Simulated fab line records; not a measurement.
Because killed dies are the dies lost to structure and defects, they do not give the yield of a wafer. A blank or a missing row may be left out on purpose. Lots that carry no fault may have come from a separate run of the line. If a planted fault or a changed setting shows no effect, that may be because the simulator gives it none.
Comparing a struck lot with a sound one | flow gf180mcu | 14 steps out of a route of 602
Sound: these wafers, L802.1, L802.2, L802.3. Wafers L793.3, L793.4, L793.5 were the ones struck. Last of all comes the cause.
At each step with rows: each side's tool, then ch and its chambers, then its first start. Under that, the readings that differ: sound wafers | struck wafers | difference of the means | sigmas: that difference in standard deviations of wafers without a fault.
alike: a reading whose means differ by less than 2 such deviations, as well as words and numbers matching on both sides. not compared: withheld readings; readings where some wafer has no value; bounds like >300 that might hide an equal value; numbers whose values overlap and for which the record gives no deviation.
The two part at a step that has a row with sigmas, a row that says differs or no value, or rows on one side only. When numbers do not overlap yet have no deviation, they are printed without sigmas and do not part them. Lack of a reading on every wafer of one side parts them only where that side has two or more wafers.

first, 1 step without rows for these wafers: GF_V2_CVD_00 (deposits SiO2, target thk 600 nm, time 100 s).
GF_V2_THK_MEAS_01:
  struck on film metro-01, day 20 20:12; sound on film metro-01, day 23 20:53
  alike: V2_CVD_00_THK
GF_V2_CVD_02: deposits SiO2 from TEOS, target thk 850 nm, time 94.851 s.
  sound on pecvd-04 ch 0,1,2, day 23 20:56; struck on pecvd-04 ch 0,1, day 20 20:14
  alike: heater power w
GF_V2_THK_MEAS_03:
  struck on film metro-03, day 20 20:20; sound on film metro-04, day 23 21:01
  alike: V2_CVD_02_THK
GF_V2_CMP_04: polishes SiO2.
  sound on cmp-02 ch 1,2,3, day 23 21:04; struck on cmp-01 ch 0,1,3, day 20 20:28
  alike: motor current A, time to endpoint s
GF_V2_BOW_MEAS_05:
  struck on film metro-01, day 20 20:43; sound on film metro-04, day 23 21:22
  alike: V2_BOW
then, 6 steps without rows for these wafers: GF_V2_DEHYDRATE_06 (time 60 s); GF_V2_HMDS_07 (prime time 60 s); GF_V2_COAT_08; GF_V2_COAT_09 (resist thk 1000 nm); GF_V2_SOFTBAKE_10 (time 60 s); GF_V2_EXPOSE_11 (exposes mask Via2, target cd 260 nm).
GF_V2_PEB_12: peb time 92.96 s.
  sound on litho track-01 ch 0, day 24 19:06; struck on litho track-03, day 21 20:10
  no value came back on the struck wafers for chill plate temp C (C), exhaust pa (Pa), plate sensor t centre C (C), plate sensor t edge C (C); on the sound wafers chill plate temp C (C) reads 23.10 22.90 23.06
then, 1 step without rows for these wafers: GF_V2_DEVELOP_13 (develop time 60 s).

WHERE THEY PART
Only at GF_V2_PEB_12, as far as this record shows.

WHY: whatever the simulator had introduced
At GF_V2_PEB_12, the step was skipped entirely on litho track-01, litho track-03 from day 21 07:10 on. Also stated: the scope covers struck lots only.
